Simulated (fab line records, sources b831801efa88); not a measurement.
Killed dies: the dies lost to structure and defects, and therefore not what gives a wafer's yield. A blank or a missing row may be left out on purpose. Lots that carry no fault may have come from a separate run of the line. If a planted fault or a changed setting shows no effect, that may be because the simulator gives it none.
Chamber matching    flow gf180mcu    cmp-02 running GF_V3_CMP_04: 4 sister chambers
The step polishes SiO2. 4 wafers are shown with their chamber, then 8 later ones without.

## WAFERS, EACH WITH ITS CHAMBER
wafer   chamber  motor_current_A (A)
L104.5  1        11.0
L105.3  3        10.2
L105.5  2        10.1
L109.1  0        14.7

## WAFERS WITHOUT THEIR CHAMBER
wafer   motor_current_A (A)
L109.4  10.0
L109.6  10.5
L111.1  10.3
L111.2  10.3
L111.4  15.0
L112.2  10.0
L112.5  11.3
L112.6  10.7

## THE CHAMBER EACH PASSED THROUGH
wafer   from the rows above           in truth
L109.4  can't be placed: 2 or 3       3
L109.6  can't be placed: 3 or 2 or 1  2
L111.1  can't be placed: 3 or 2       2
L111.2  can't be placed: 3 or 2       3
L111.4  0                             0
L112.2  can't be placed: 2 or 3       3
L112.5  1                             1
L112.6  can't be placed: 1 or 3 or 2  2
Placed correctly: 2 of 8. Not placeable from these rows: 6 (in 6, the candidates include the true chamber). Number placed wrongly: 0.
How it was worked out, from the rows above alone: a wafer's distance from a chamber is the root of the sum, over the readings, of the square of ((its reading less the chamber's mean) divided by the reading's scatter). The wafer belongs to the nearest chamber; if the next one is less than 2 further off, it can't be placed. A chamber's mean is the mean of its shown wafers. The scatter (one wafer shown for each chamber): square how far every hidden wafer sits from the nearest shown wafer, average those squares and take the square root.
